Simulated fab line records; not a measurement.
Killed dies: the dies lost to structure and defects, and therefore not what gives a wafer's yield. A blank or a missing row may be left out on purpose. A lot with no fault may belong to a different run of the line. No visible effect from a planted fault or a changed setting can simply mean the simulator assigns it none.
2 desks, one fault :: flow sky130 :: every desk sees just its own numbers, and what lay behind them comes last

AT THE METROLOGY DESK
What the gauges read for every lot (on any tool): the sampled wafers with a number, averaged. The brackets show how far a lot's mean lies from the usual mean; more than 4 standard deviations puts the lot out of limits, marked OUT.
Columns: A = VIA4_HDPCVD_THK at SKY_VIA4_THK_MEAS_01, usual 1750 nm
lot: L269
first seen here: day 41 18:55
A: 1735

lot: L270
first seen here: day 41 23:50
A: 1767

lot: L271
first seen here: day 42 12:32
A: 1762

lot: L272
first seen here: day 42 19:29
A: 1729

lot: L273
first seen here: day 43 08:17
A: 1758

lot: L275
first seen here: day 43 18:19
A: 1749

lot: L278
first seen here: day 44 06:10
A: 1767

lot: L281
first seen here: day 45 01:18
A: 1769

lot: L284
first seen here: day 45 19:37
A: 1725

lot: L285
first seen here: day 46 11:49
A: 1751

lot: L287
first seen here: day 46 23:56
A: 1762

lot: L286
first seen here: day 47 00:21
A: 1739
This desk's finding: nothing out of limits on any of the 12 lots.

THE TOOL OWNER'S DESK: pvd sputter-04
At SKY_METAL5_SPUTTER_04 (material TiN, target thk 70 nm, time 58.3 s) the tool's own readings: per lot run on this tool, the mean of the sampled wafers that have a number. The brackets show how far a lot's mean lies from the usual mean; more than 4 standard deviations puts the lot out of limits, marked OUT.
Columns: A = throttle valve pct at SKY_METAL5_SPUTTER_04, usual 30.6 %
lot: L270
first seen here: day 43 00:36
A: 31.1

lot: L275
first seen here: day 44 19:07
A: 31.4

lot: L278
first seen here: day 45 05:28
A: 31.7

lot: L285
first seen here: day 47 10:04
A: 31.5

lot: L287
first seen here: day 47 22:20
A: 30.9

lot: L286
first seen here: day 47 22:35
A: 31.2
This desk's finding: nothing out of limits on any of the 6 lots.

BROUGHT TOGETHER
From the metrology desk's view, nothing was out of limits.
The desk of the tool owner found nothing out of limits.

WHAT HAD BEEN PUT IN BY THE SIMULATOR
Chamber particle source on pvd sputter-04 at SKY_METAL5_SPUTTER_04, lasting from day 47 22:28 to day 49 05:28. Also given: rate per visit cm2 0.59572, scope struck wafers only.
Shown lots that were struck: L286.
